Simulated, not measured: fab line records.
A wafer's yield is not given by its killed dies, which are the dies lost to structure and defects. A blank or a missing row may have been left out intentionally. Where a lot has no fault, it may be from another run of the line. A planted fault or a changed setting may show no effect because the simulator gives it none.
fab line records	flow sky130
[record] lots = 24	wafers = 72	last-day = 50
route steps=708 shown NWELL@67 SPACER@305 VIA1@479 METAL3@564 METAL4@601 VIA4@650
lots that met no fault: taken from a fault-free run of the same line
start-h: hours from the record's opening day to when the first of the lot's shown wafers began	wait-h: hours since the lot's step before	" repeats the value in the row above	L1.1+2: a row that stands for several wafers	- no value present, or no start provided	* or withheld: withheld	< > ~ a bound
route shown NAME@n: names a module that has steps shown in the file, with the first one's number in the route	usual: mean/standard deviation taken from wafers without a fault	same: alike in all rows	chamber/n: place in a boat	sites: readings site by site	_std_site: how widely they spread, as a standard deviation	_edge_site: the outer-site mean with the inner-site mean subtracted	radius-mm: how far each site lies from the wafer's centre	mask NAME#n: copy n	behind: the most recent tool/chamber to have shaped the wafer	hold: what put the lot on hold/how long, in hours/how the hold closed	device: names the non-switching transistor (n, p or np)	end of line: the tests these same wafers got at the end of their route	a step with no rows: only its recipe	killed: at the first sort, the dies lost to defects and structure; wafer yield is something else	map: a wafer's dies, marking killed ones x, the rest . and places with no die _
set.NAME: setting as actually run; set.NAME@STEP: the setting as run at that earlier step	model.NAME: the simulator's own value behind a step, which no gauge read
one table for each step of the route and one row for each wafer, over a sample of lots
services: when a tool's chamber went out of use (start-h, in hours from the record's first day, below 0 if earlier), for how many hours, and the reason
[[steps]]
[step SKY_NWELL_STRIP_14]
[recipe] chemistry = O2/N2	power-w = 1400	pressure-mtorr = 1500	platen-temp-c = withheld	o2-flow-sccm = 3000	n2-flow-sccm = 300	overash-fraction = 0.5
[usual] drypump-motor-current-A = 5.9/0.49	oes-product-au = 0.722/0.0046	strip-time-to-endpoint-s = 36.95/0.1
lot.wafer	tool	chamber	start-h	wait-h	drypump-motor-current-A	oes-product-au	rf-hours-counter-h	strip-time-to-endpoint-s
L074.3	plasma-asher-01	1	85.55	0.1	5.8	0.719	-	36.98
L074.4	"	0	"	"	6.7	0.717	-	37.03
L074.6	"	0	"	"	6.8	0.726	-	36.86
L075.2	plasma-asher-01	1	91.92	0.1	5.7	0.720	31	37.07
L075.4	"	1	"	"	5.7	0.728	-	36.97
L075.5	"	0	"	"	6.7	0.715	-	36.83
L076.3	plasma-asher-01	1	99.62	0.1	5.7	0.727	-	36.97
L076.5	"	0	"	"	6.7	0.723	-	37.08
L076.6	"	1	"	"	5.7	0.729	-	37.09
L077.1	plasma-asher-02	1	101.84	0.1	6.2	0.719	33	36.87
L077.4	"	0	"	"	5.3	0.716	-	36.84
L077.6	"	1	"	"	6.2	0.716	-	36.76
L078.1	plasma-asher-02	0	109.73	0.1	5.4	0.728	35	37.14
L078.3	"	1	"	"	6.2	0.714	-	36.98
L078.4	"	0	"	"	5.4	0.719	-	37.09
L079.1	plasma-asher-02	0	117.84	0.1	5.4	0.727	36	37.12
L079.5	"	0	"	"	5.4	0.721	-	37.10
L079.6	"	1	"	"	6.3	0.726	-	37.11
L080.2	plasma-asher-02	0	121.58	0.2	5.4	0.723	36	36.84
L080.3	"	1	"	"	6.3	0.722	-	36.97
L080.5	"	0	"	"	5.4	0.720	-	36.97
L081.2	plasma-asher-03	0	129.83	0.1	6.1	0.713	1	36.91
L081.4	"	0	"	"	6.1	0.725	-	36.96
L081.5	"	0	"	"	6.1	0.712	-	36.93
L082.3	plasma-asher-02	0	130.35	0.1	5.4	0.728	-	36.96
L082.4	"	1	"	"	6.2	0.721	-	36.98
L082.6	"	1	"	"	6.2	0.719	-	36.96
L083.3	plasma-asher-02	0	138.52	0.1	5.4	0.726	-	36.93
L083.5	"	0	"	"	5.4	0.717	-	36.98
L083.6	"	1	"	"	6.3	0.721	-	36.98
L084.2	plasma-asher-03	1	148.32	0.1	5.5	0.717	2	36.98
L084.3	"	0	"	"	6.1	0.730	-	37.08
L084.6	"	0	"	"	6.1	0.724	-	37.07
L085.1	plasma-asher-02	0	150.29	0.1	5.4	0.722	39	36.93
L085.5	"	1	"	"	6.2	0.727	-	36.90
L085.6	"	0	"	"	5.4	0.722	-	37.02
L086.1	plasma-asher-01	0	155.52	0.1	6.7	0.723	37	37.03
L086.4	"	0	"	"	6.7	0.733	-	37.01
L086.5	"	1	"	"	5.7	0.727	-	37.04
L087.2	plasma-asher-02	0	160.53	0.1	5.4	0.723	39	36.92
L087.3	"	0	"	"	5.4	0.727	-	36.71
L087.6	"	0	"	"	5.4	0.725	-	36.75
L088.3	plasma-asher-03	0	165.72	0.1	6.1	0.725	-	36.86
L088.5	"	1	"	"	5.5	0.721	-	36.95
L088.6	"	0	"	"	6.1	0.729	-	36.88
L089.3	plasma-asher-02	1	174.25	0.1	6.3	0.722	-	36.81
L089.5	"	0	"	"	5.4	0.723	-	36.75
L089.6	"	1	"	"	6.2	0.723	-	36.74
L090.1	plasma-asher-01	0	179.39	0.1	6.7	0.716	39	36.88
L090.4	"	1	"	"	5.7	0.720	-	36.93
L090.5	"	1	"	"	5.7	0.723	-	36.95
L091.1	plasma-asher-01	1	193.02	0.1	5.7	0.727	41	36.95
L091.2	"	0	"	"	6.7	0.715	41	36.96
L091.4	"	0	"	"	6.7	0.716	-	36.99
L092.2	plasma-asher-02	1	193.49	0.1	6.3	0.716	43	37.14
L092.4	"	1	"	"	6.2	0.719	-	37.19
L092.6	"	1	"	"	6.3	0.721	-	37.09
L093.1	plasma-asher-01	1	198.03	0.1	5.7	0.725	41	37.01
L093.2	"	0	"	"	6.7	0.716	41	36.92
L093.6	"	0	"	"	6.7	0.721	-	36.83
L094.1	plasma-asher-02	1	205.24	0.1	6.2	0.723	44	36.85
L094.3	"	1	"	"	6.2	0.719	-	36.81
L094.6	"	0	"	"	5.4	0.717	-	36.79
L095.1	plasma-asher-02	1	206.76	0.1	6.2	0.720	44	36.90
L095.4	"	0	"	"	5.4	0.732	-	37.04
L095.6	"	1	"	"	6.2	0.723	-	36.94
L096.1	plasma-asher-01	0	213.16	0.1	6.8	0.725	44	36.79
L096.2	"	1	"	"	5.7	0.718	44	36.93
L096.3	"	1	"	"	5.7	0.715	-	36.87
L097.2	plasma-asher-02	0	218.66	0.1	5.3	0.726	46	36.80
L097.5	"	0	"	"	5.4	0.721	-	36.94
L097.6	"	1	"	"	6.2	0.730	-	36.96
[step SKY_SPACER_THK_MEAS_01]
[recipe] reads = Si3N4_of_SPACER_CVD_00
[usual] SPACER_CVD_00_THK = 43.3/0.41
lot.wafer	tool	chamber	start-h	wait-h	SPACER_CVD_00_THK[nm]
L074.3	film-metro-02	-	521.53	0.0	43.2
L074.4	"	-	"	"	42.7
L074.6	"	-	"	"	43.0
L075.2	film-metro-02	-	536.29	0.0	43.5
L075.4	"	-	"	"	43.5
L075.5	"	-	"	"	43.2
L076.3	film-metro-02	-	543.81	0.0	42.6
L076.5	"	-	"	"	42.7
L076.6	"	-	"	"	42.7
L077.1	film-metro-01	-	551.30	0.0	43.0
L077.4	"	-	"	"	43.0
L077.6	"	-	"	"	42.8
L078.1	film-metro-04	-	566.11	0.0	42.7
L078.3	"	-	"	"	42.9
L078.4	"	-	"	"	42.4
L079.1	film-metro-02	-	575.40	0.0	43.5
L079.5	"	-	"	"	43.3
L079.6	"	-	"	"	43.3
L080.2	film-metro-04	-	576.86	0.0	43.2
L080.3	"	-	"	"	42.8
L080.5	"	-	"	"	43.0
L081.2	film-metro-01	-	598.00	0.0	43.3
L081.4	"	-	"	"	43.1
L081.5	"	-	"	"	42.9
L082.3	film-metro-01	-	599.32	0.0	43.2
L082.4	"	-	"	"	43.2
L082.6	"	-	"	"	42.9
L083.3	film-metro-01	-	605.04	0.0	43.5
L083.5	"	-	"	"	43.7
L083.6	"	-	"	"	43.7
L084.2	film-metro-01	-	623.66	0.0	43.0
L084.3	"	-	"	"	43.0
L084.6	"	-	"	"	42.9
L085.1	film-metro-04	-	626.30	0.0	43.7
L085.5	"	-	"	"	43.3
L085.6	"	-	"	"	43.7
L086.1	film-metro-02	-	633.67	0.0	43.4
L086.4	"	-	"	"	43.4
L086.5	"	-	"	"	43.2
L087.2	film-metro-01	-	638.87	0.0	43.0
L087.3	"	-	"	"	43.0
L087.6	"	-	"	"	43.4
L088.3	film-metro-04	-	642.50	0.0	43.2
L088.5	"	-	"	"	42.9
L088.6	"	-	"	"	43.6
L089.3	film-metro-02	-	656.98	0.0	43.7
L089.5	"	-	"	"	43.3
L089.6	"	-	"	"	43.4
L090.1	film-metro-01	-	663.92	0.0	43.0
L090.4	"	-	"	"	42.8
L090.5	"	-	"	"	42.8
L091.1	film-metro-02	-	682.09	0.0	43.7
L091.2	"	-	"	"	44.2
L091.4	"	-	"	"	44.0
L092.2	film-metro-02	-	683.31	0.0	44.2
L092.4	"	-	"	"	44.1
L092.6	"	-	"	"	44.6
L093.1	film-metro-04	-	687.79	0.0	43.6
L093.2	"	-	"	"	43.7
L093.6	"	-	"	"	43.3
L094.1	film-metro-02	-	696.14	0.0	43.5
L094.3	"	-	"	"	43.3
L094.6	"	-	"	"	43.7
L095.1	film-metro-04	-	698.71	0.0	43.9
L095.4	"	-	"	"	43.5
L095.6	"	-	"	"	44.3
L096.1	film-metro-04	-	702.32	0.0	43.5
L096.2	"	-	"	"	43.4
L096.3	"	-	"	"	43.5
L097.2	film-metro-02	-	710.47	0.0	43.3
L097.5	"	-	"	"	43.3
L097.6	"	-	"	"	42.9
[step SKY_VIA1_CVD_21]
[recipe] material = W	target-thk-nm = 270	time-s = 80.902	temp-c = 400	pressure-torr = 40
[usual] heater-power-w = 861/74
[same] time-s = 80.902
lot.wafer	tool	chamber	start-h	wait-h	heater-power-w
L074.3	cvd-w-01	1	787.28	0.1	943
L074.4	"	0	"	"	811
L074.6	"	1	"	"	915
L075.2	cvd-w-02	1	799.74	0.0	816
L075.4	"	1	"	"	794
L075.5	"	1	"	"	836
L076.3	cvd-w-01	0	806.85	0.1	796
L076.5	"	1	"	"	943
L076.6	"	0	"	"	816
L077.1	cvd-w-02	1	812.87	0.0	825
L077.4	"	0	"	"	928
L077.6	"	1	"	"	815
L078.1	cvd-w-01	0	830.05	0.0	810
L078.3	"	0	"	"	830
L078.4	"	1	"	"	941
L079.1	cvd-w-01	0	835.20	0.0	807
L079.5	"	0	"	"	803
L079.6	"	0	"	"	802
L080.2	cvd-w-02	1	838.18	0.0	833
L080.3	"	1	"	"	841
L080.5	"	1	"	"	830
L081.2	cvd-w-02	1	851.25	0.0	830
L081.4	"	1	"	"	834
L081.5	"	1	"	"	826
L082.3	cvd-w-01	0	852.71	0.1	777
L082.4	"	1	"	"	928
L082.6	"	1	"	"	912
L083.3	cvd-w-01	0	858.04	0.1	834
L083.5	"	1	"	"	957
L083.6	"	0	"	"	786
L084.2	cvd-w-01	0	876.12	0.0	831
L084.3	"	0	"	"	782
L084.6	"	1	"	"	923
L085.1	cvd-w-02	0	876.48	0.0	950
L085.5	"	1	"	"	829
L085.6	"	0	"	"	951
L086.1	cvd-w-02	0	886.31	0.0	937
L086.4	"	0	"	"	968
L086.5	"	1	"	"	835
L087.2	cvd-w-01	1	891.29	0.0	925
L087.3	"	0	"	"	803
L087.6	"	0	"	"	800
L088.3	cvd-w-02	1	894.05	0.1	810
L088.5	"	1	"	"	819
L088.6	"	0	"	"	957
L089.3	cvd-w-02	0	903.43	0.1	952
L089.5	"	1	"	"	838
L089.6	"	0	"	"	938
L090.1	cvd-w-02	0	912.40	0.0	978
L090.4	"	1	"	"	838
L090.5	"	1	"	"	820
L091.1	cvd-w-01	0	926.88	0.0	772
L091.2	"	1	"	"	922
L091.4	"	1	"	"	898
L092.2	cvd-w-02	0	935.93	0.0	972
L092.4	"	0	"	"	944
L092.6	"	0	"	"	941
L093.1	cvd-w-01	0	938.13	0.0	764
L093.2	"	0	"	"	732
L093.6	"	0	"	"	758
L094.1	cvd-w-01	0	940.58	0.0	767
L094.3	"	0	"	"	750
L094.6	"	0	"	"	784
L095.1	cvd-w-01	0	941.90	0.0	729
L095.4	"	0	"	"	735
L095.6	"	1	"	"	898
L096.1	cvd-w-01	1	946.54	0.0	868
L096.2	"	0	"	"	744
L096.3	"	0	"	"	745
L097.2	cvd-w-02	1	951.28	0.0	853
L097.5	"	0	"	"	922
L097.6	"	1	"	"	845
[step SKY_METAL3_OVL_MEAS_14]
[usual] METAL3_OVL = -1/5.8
lot.wafer	tool	chamber	start-h	wait-h	METAL3_OVL[nm]
L074.3	overlay-02	-	895.88	0.1	-9
L074.4	"	-	"	"	-5
L074.6	"	-	"	"	-1
L075.2	overlay-02	-	908.32	0.1	5
L075.4	"	-	"	"	-2
L075.5	"	-	"	"	-4
L076.3	overlay-01	-	914.58	0.1	2
L076.5	"	-	"	"	-1
L076.6	"	-	"	"	-1
L077.1	overlay-02	-	919.82	0.1	-2
L077.4	"	-	"	"	-6
L077.6	"	-	"	"	5
L078.1	overlay-02	-	936.45	0.1	-4
L078.3	"	-	"	"	-6
L078.4	"	-	"	"	-13
L079.1	overlay-01	-	940.47	0.1	-2
L079.5	"	-	"	"	3
L079.6	"	-	"	"	0
L080.2	overlay-01	-	944.23	0.1	-2
L080.3	"	-	"	"	-4
L080.5	"	-	"	"	-9
L081.2	overlay-02	-	956.58	0.1	2
L081.4	"	-	"	"	-2
L081.5	"	-	"	"	-10
L082.3	overlay-02	-	957.63	0.1	-4
L082.4	"	-	"	"	-3
L082.6	"	-	"	"	1
L083.3	overlay-02	-	962.51	0.1	2
L083.5	"	-	"	"	1
L083.6	"	-	"	"	7
L084.2	overlay-02	-	977.37	0.1	-3
L084.3	"	-	"	"	-2
L084.6	"	-	"	"	1
L085.1	overlay-01	-	980.15	0.1	0
L085.5	"	-	"	"	2
L085.6	"	-	"	"	7
L086.1	overlay-02	-	989.22	0.1	-7
L086.4	"	-	"	"	-11
L086.5	"	-	"	"	-7
L087.2	overlay-01	-	992.65	0.1	3
L087.3	"	-	"	"	7
L087.6	"	-	"	"	-4
L088.3	overlay-02	-	995.78	0.1	-6
L088.5	"	-	"	"	-13
L088.6	"	-	"	"	-1
L089.3	overlay-01	-	1003.51	0.1	10
L089.5	"	-	"	"	10
L089.6	"	-	"	"	11
L090.1	overlay-02	-	1014.12	0.1	-12
L090.4	"	-	"	"	-3
L090.5	"	-	"	"	-9
L091.1	overlay-02	-	1026.67	0.1	-11
L091.2	"	-	"	"	-4
L091.4	"	-	"	"	-11
L092.2	overlay-02	-	1035.06	0.1	6
L092.4	"	-	"	"	7
L092.6	"	-	"	"	4
L093.1	overlay-02	-	1038.25	0.1	1
L093.2	"	-	"	"	-4
L093.6	"	-	"	"	-7
L094.1	overlay-01	-	1040.52	0.1	-5
L094.3	"	-	"	"	-12
L094.6	"	-	"	"	1
L095.1	overlay-02	-	1041.17	0.1	7
L095.4	"	-	"	"	7
L095.6	"	-	"	"	11
L096.1	overlay-01	-	1045.42	0.1	-1
L096.2	"	-	"	"	-1
L096.3	"	-	"	"	-7
L097.2	overlay-01	-	1048.92	0.1	4
L097.5	"	-	"	"	4
L097.6	"	-	"	"	1
[step SKY_METAL4_SPUTTER_03]
[recipe] material = Ti	target-thk-nm = 5	power-w = 3000	time-s = 3.3	chamber-pressure-pa = 0.4
[usual] throttle-valve-pct = 29.6/0.97
[same] time-s = 3.3
lot.wafer	tool	chamber	start-h	wait-h	throttle-valve-pct
L074.3	pvd-sputter-03	-	923.90	0.0	28.8
L074.4	"	-	"	"	28.2
L074.6	"	-	"	"	29.0
L075.2	pvd-sputter-04	-	936.47	0.0	28.6
L075.4	"	-	"	"	30.2
L075.5	"	-	"	"	28.4
L076.3	pvd-sputter-03	-	941.89	0.0	30.0
L076.5	"	-	"	"	30.5
L076.6	"	-	"	"	28.4
L077.1	pvd-sputter-04	-	947.72	0.0	29.8
L077.4	"	-	"	"	28.5
L077.6	"	-	"	"	28.4
L078.1	pvd-sputter-01	-	963.24	0.0	31.9
L078.3	"	-	"	"	30.6
L078.4	"	-	"	"	29.3
L079.1	pvd-sputter-01	-	967.61	0.0	29.2
L079.5	"	-	"	"	30.1
L079.6	"	-	"	"	29.0
L080.2	pvd-sputter-01	-	971.21	0.0	29.3
L080.3	"	-	"	"	30.4
L080.5	"	-	"	"	31.8
L081.2	pvd-sputter-01	-	983.35	0.0	30.5
L081.4	"	-	"	"	30.2
L081.5	"	-	"	"	30.2
L082.3	pvd-sputter-04	-	985.00	0.0	29.8
L082.4	"	-	"	"	29.5
L082.6	"	-	"	"	29.9
L083.3	pvd-sputter-03	-	990.36	0.0	30.4
L083.5	"	-	"	"	30.2
L083.6	"	-	"	"	28.7
L084.2	pvd-sputter-04	-	1003.83	0.0	28.6
L084.3	"	-	"	"	30.2
L084.6	"	-	"	"	28.5
L085.1	pvd-sputter-01	-	1006.39	0.0	30.6
L085.5	"	-	"	"	30.3
L085.6	"	-	"	"	30.5
L086.1	pvd-sputter-04	-	1016.05	0.0	28.6
L086.4	"	-	"	"	29.4
L086.5	"	-	"	"	28.3
L087.2	pvd-sputter-01	-	1018.97	0.0	29.3
L087.3	"	-	"	"	30.1
L087.6	"	-	"	"	30.4
L088.3	pvd-sputter-04	-	1022.30	0.0	29.5
L088.5	"	-	"	"	29.6
L088.6	"	-	"	"	28.2
L089.3	pvd-sputter-04	-	1030.22	0.0	28.5
L089.5	"	-	"	"	28.4
L089.6	"	-	"	"	30.1
L090.1	pvd-sputter-01	-	1040.55	0.0	30.4
L090.4	"	-	"	"	29.3
L090.5	"	-	"	"	30.2
L091.1	pvd-sputter-01	-	1052.16	0.0	30.1
L091.2	"	-	"	"	31.7
L091.4	"	-	"	"	29.2
L092.2	pvd-sputter-01	-	1060.21	0.0	29.3
L092.4	"	-	"	"	30.5
L092.6	"	-	"	"	31.8
L093.1	pvd-sputter-04	-	1063.37	0.0	28.2
L093.2	"	-	"	"	29.5
L093.6	"	-	"	"	30.0
L094.1	pvd-sputter-04	-	1065.51	0.0	30.1
L094.3	"	-	"	"	28.4
L094.6	"	-	"	"	28.5
L095.1	pvd-sputter-04	-	1067.31	0.0	28.5
L095.4	"	-	"	"	30.1
L095.6	"	-	"	"	30.3
L096.1	pvd-sputter-04	-	1070.75	0.0	29.6
L096.2	"	-	"	"	28.4
L096.3	"	-	"	"	30.2
L097.2	pvd-sputter-03	-	1073.50	0.0	30.0
L097.5	"	-	"	"	30.3
L097.6	"	-	"	"	28.7
[step SKY_VIA4_OVL_MEAS_11]
[usual] VIA4_OVL = -1.1/1.3
lot.wafer	tool	chamber	start-h	wait-h	VIA4_OVL[nm]
L074.3	overlay-02	-	998.86	0.1	-0.5
L074.4	"	-	"	"	-1.3
L074.6	"	-	"	"	-1.7
L075.2	overlay-01	-	1011.39	0.1	-0.4
L075.4	"	-	"	"	-2.5
L075.5	"	-	"	"	-0.9
L076.3	overlay-02	-	1015.29	0.1	-0.3
L076.5	"	-	"	"	-0.4
L076.6	"	-	"	"	-2.6
L077.1	overlay-01	-	1022.38	0.1	-3.4
L077.4	"	-	"	"	-1.3
L077.6	"	-	"	"	-2.5
L078.1	overlay-01	-	1036.98	0.1	-1.0
L078.3	"	-	"	"	-2.5
L078.4	"	-	"	"	-2.1
L079.1	overlay-01	-	1040.70	0.1	-1.8
L079.5	"	-	"	"	-1.1
L079.6	"	-	"	"	-3.8
L080.2	overlay-01	-	1044.76	0.1	-1.8
L080.3	"	-	"	"	-0.2
L080.5	"	-	"	"	-1.6
L081.2	overlay-02	-	1053.90	0.1	-1.9
L081.4	"	-	"	"	-0.9
L081.5	"	-	"	"	0.5
L082.3	overlay-01	-	1054.92	0.1	-0.6
L082.4	"	-	"	"	-1.0
L082.6	"	-	"	"	0.0
L083.3	overlay-01	-	1061.01	0.1	-1.2
L083.5	"	-	"	"	-3.5
L083.6	"	-	"	"	-1.1
L084.2	overlay-01	-	1073.45	0.1	-4.3
L084.3	"	-	"	"	-1.6
L084.6	"	-	"	"	-2.9
L085.1	overlay-02	-	1074.68	0.1	-1.0
L085.5	"	-	"	"	-0.3
L085.6	"	-	"	"	1.1
L086.1	overlay-02	-	1084.48	0.1	0.8
L086.4	"	-	"	"	-1.0
L086.5	"	-	"	"	1.5
L087.2	overlay-01	-	1086.66	0.1	-2.6
L087.3	"	-	"	"	-1.1
L087.6	"	-	"	"	-1.3
L088.3	overlay-01	-	1089.27	0.1	-3.0
L088.5	"	-	"	"	-2.0
L088.6	"	-	"	"	-2.5
L089.3	overlay-01	-	1096.74	0.1	-1.6
L089.5	"	-	"	"	-0.4
L089.6	"	-	"	"	-1.6
L090.1	overlay-02	-	1105.75	0.1	-1.1
L090.4	"	-	"	"	0.8
L090.5	"	-	"	"	-0.5
L091.1	overlay-01	-	1115.75	0.1	-0.5
L091.2	"	-	"	"	-0.7
L091.4	"	-	"	"	-0.6
L092.2	overlay-02	-	1123.85	0.1	-0.9
L092.4	"	-	"	"	0.3
L092.6	"	-	"	"	-1.5
L093.1	overlay-02	-	1126.23	0.1	-0.2
L093.2	"	-	"	"	-1.2
L093.6	"	-	"	"	-1.1
L094.1	overlay-02	-	1128.70	0.1	1.1
L094.3	"	-	"	"	-0.4
L094.6	"	-	"	"	-0.3
L095.1	overlay-02	-	1129.98	0.1	-0.4
L095.4	"	-	"	"	1.5
L095.6	"	-	"	"	-0.8
L096.1	overlay-01	-	1133.25	0.1	-3.1
L096.2	"	-	"	"	-3.2
L096.3	"	-	"	"	-3.0
L097.2	overlay-01	-	1136.15	0.1	-1.1
L097.5	"	-	"	"	-3.3
L097.6	"	-	"	"	-3.5
[[services]]
tool	chamber	start-h	hours	kind
plasma-asher-02	-	74.16	0.5	repair
cvd-w-01	-	77.68	0.7	repair
cvd-w-01	-	95.65	1.1	repair
plasma-asher-02	-	153.94	6.1	repair
plasma-asher-02	-	243.81	0.6	repair
cvd-w-01	-	359.26	2.8	pm
cvd-w-01	0	376.78	10.6	repair
plasma-asher-02	-	388.68	0.5	repair
plasma-asher-02	-	392.85	4.4	repair
cvd-w-01	0	418.79	2.1	repair
plasma-asher-02	-	555.92	4.4	repair
plasma-asher-02	-	620.35	14.6	pm
cvd-w-01	-	681.81	1.1	repair
plasma-asher-02	-	766.42	12.0	repair
cvd-w-01	-	778.07	0.5	repair
cvd-w-01	1	831.93	11.4	repair
cvd-w-01	0	836.09	4.9	repair
cvd-w-01	-	904.00	14.0	pm
plasma-asher-02	-	931.11	8.5	repair
cvd-w-01	1	935.53	6.0	repair
cvd-w-01	0	1022.64	2.6	repair
cvd-w-01	-	1023.38	6.0	pm
cvd-w-01	-	1047.88	0.6	repair
plasma-asher-02	-	1055.28	9.0	pm
[[key]]
fault none
